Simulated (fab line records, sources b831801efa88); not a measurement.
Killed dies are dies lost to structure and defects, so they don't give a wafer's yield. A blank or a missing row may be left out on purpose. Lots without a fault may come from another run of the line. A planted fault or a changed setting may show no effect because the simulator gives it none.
A struck lot beside a sound one | flow sky130 | 15 steps out of a route of 708
Sound: wafers L252.1, L252.3, L252.5. Struck: wafer L250.6. (L250.2, L250.3 of the same lot were not struck and are left out.) The cause comes at the end.
At each step with rows: each side's tool, then ch and its chambers, then its first start. Under that, the readings that differ: sound wafers | struck wafers | difference of the means | sigmas: that difference in standard deviations of wafers without a fault.
alike: readings whose means differ by less than 2 such deviations, and words and numbers that are the same on both sides. not compared: withheld readings, readings that some wafer has no value for, bounds like >300 that may hide the same value, and numbers for which the record gives no deviation and whose values overlap.
The two part at a step that has a row with sigmas, a row that says differs or no value, or rows on one side only. Numbers that don't overlap but have no deviation are shown without sigmas and don't part them. A reading that every wafer of one side lacks parts them only if that side has two wafers or more.

first, 4 steps without rows for these wafers: SKY_LI_CONTACT_SOFTBAKE_08 (time 90 s); SKY_LI_CONTACT_EXPOSE_09 (exposes mask LICM1, target cd 170 nm); SKY_LI_CONTACT_PEB_10; SKY_LI_CONTACT_DEVELOP_11 (develop time 60 s).
SKY_LI_CONTACT_CD_MEAS_12: target cd 170 nm.
  sound on cd_sem-02, day 35 18:46; struck on cd_sem-01, day 35 00:29
  alike: cd_nm
SKY_LI_CONTACT_OVL_MEAS_13:
  sound on overlay-01, day 35 18:53; struck on overlay-02, day 35 00:35
  reading             | sound  | struck | difference | sigmas
  LI_CONTACT_OVL (nm) | -2 6 3 | -11    | -13        | -2
SKY_LI_CONTACT_ETCH_14: etches BARC in N2/H2, stops on SiO2, time 45.9 s, target depth 60 nm.
  sound on rie_diel-01 ch 0,1, day 35 18:55; struck on rie_diel-03 ch 1, day 35 00:37
  alike: chamber_pressure_mTorr, drypump_motor_current_A, oes_product_au, throttle_valve_pct
  not compared: rf_hours_counter_h
SKY_LI_CONTACT_ETCH_15: etches PSG in C4F8/O2/Ar, stops on Si, target depth 600 nm.
  sound on rie_diel-01 ch 0,1, day 35 18:58; struck on rie_diel-03 ch 1, day 35 00:40
  alike: chamber_pressure_mTorr, oes_product_au
SKY_LI_CONTACT_STRIP_16: strips in O2/N2.
  sound on plasma_asher-02 ch 0,1, day 35 19:02; struck on plasma_asher-01 ch 0, day 35 00:44
  alike: chamber_pressure_mTorr, drypump_motor_current_A, oes_product_au, strip_time_to_endpoint_s
  not compared: rf_hours_counter_h
then, 2 steps without rows for these wafers: SKY_LI_CONTACT_CLEAN_17 (cleans in NMP, time 600 s); SKY_LI_CONTACT_PRE_CLEAN_18 (time 5.6 s).
SKY_LI_CONTACT_SPUTTER_19: material Ti, target thk 20 nm, time 106.37 s.
  sound on pvd_sputter-02, day 35 19:21; struck on pvd_sputter-04, day 35 01:02
  alike: throttle_valve_pct
SKY_LI_CONTACT_SPUTTER_20: material TiN, target thk 20 nm, time 80 s.
  sound on pvd_sputter-02, day 35 19:26; struck on pvd_sputter-04, day 35 01:07
  reading                                        | sound            | struck | difference | sigmas
  model.TiN_of_LI_CONTACT_SPUTTER_20.thk_nm (nm) | 20.27 19.88 20.2 | 21.56  | +1.44      |
  alike: throttle_valve_pct
SKY_LI_CONTACT_CVD_21: deposits W, target thk 400 nm, time 120.56 s.
  sound on cvd_w-02 ch 0,1, day 35 19:29; struck on cvd_w-01 ch 1, day 35 01:11
  alike: heater_power_w
-- the record jumps here: 15 days lie between the struck wafers' starts before and after (it left off in module LI_CONTACT and takes up again in module PAD_OPEN, whose first step shown is number 708 of the route) --
SKY_PAD_OPEN_PROBE_99:
  the record has rows for the struck wafers here (prober-02, day 50 03:17) and none for the sound ones

WHERE THEY PART
First at SKY_LI_CONTACT_OVL_MEAS_13; last, within this record, at SKY_PAD_OPEN_PROBE_99.

WHY: what the simulator had put in
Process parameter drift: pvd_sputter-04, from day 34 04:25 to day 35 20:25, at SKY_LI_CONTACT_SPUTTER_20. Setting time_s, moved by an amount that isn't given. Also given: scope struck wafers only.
